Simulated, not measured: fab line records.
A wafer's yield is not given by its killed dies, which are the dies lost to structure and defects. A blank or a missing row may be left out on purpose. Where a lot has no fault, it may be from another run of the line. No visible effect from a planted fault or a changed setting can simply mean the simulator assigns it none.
Chamber matching | flow sky130 | SKY_PASSIVATION_ETCH_11 on rie diel-04: 4 sister chambers
The step etches the open film in CF4/O2, stops on AlCu, target depth 725 nm, time 161.1 s. 8 wafers are shown with their chamber, then 11 later ones without.

WAFERS PAIRED WITH THEIR CHAMBERS
wafer  | chamber | drypump motor current A (A) | rf fwd power W (W)
L076.2 | 2       | 5.4                         | 800.2
L080.3 | 2       | 5.4                         | 800.2
L085.1 | 0       | 5.5                         | 796.3
L085.4 | 3       | 6.1                         | 796.9
L087.1 | 1       | 6.2                         | 798.0
L087.4 | 0       | 5.5                         | 794.9
L087.5 | 3       | 6.1                         | 791.3
L089.2 | 1       | 6.1                         | 799.8

WAFERS WITH NO CHAMBER GIVEN
wafer  | drypump motor current A (A) | rf fwd power W (W)
L089.3 | 5.3                         | 798.8
L089.5 | 6.2                         | 797.3
L093.1 | 5.5                         | 797.3
L093.2 | 6.1                         | 792.8
L093.3 | 6.1                         | 792.1
L095.1 | 6.2                         | 799.6
L095.2 | 5.4                         | 801.3
L095.6 | 5.4                         | 802.3
L096.1 | 5.5                         | 793.9
L096.3 | 6.2                         | 799.5
L096.5 | 6.1                         | 799.1

CHAMBER TAKEN BY EACH
wafer  | from the rows above     | in truth
L089.3 | 2                       | 2
L089.5 | can't be placed: 1 or 3 | 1
L093.1 | 0                       | 0
L093.2 | 3                       | 3
L093.3 | 3                       | 3
L095.1 | 1                       | 1
L095.2 | 2                       | 2
L095.6 | 2                       | 2
L096.1 | 0                       | 0
L096.3 | 1                       | 1
L096.5 | can't be placed: 1 or 3 | 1
9 of 11 placed correctly. Can't be placed from these rows: 2 (the true chamber is among the candidates in 2). Placed wrongly: 0.
How it was worked out, from the rows above alone: a wafer's distance from a chamber is the root of the sum, over the readings, of the square of ((its reading less the chamber's mean) divided by the reading's scatter). The wafer belongs to the nearest chamber; if the next one is less than 2 further off, it can't be placed. The mean given for a chamber averages the wafers shown for that chamber. The scatter: the root of (the sum of the squares of (reading less its chamber's mean) over the shown wafers, divided by (wafers less chambers)).
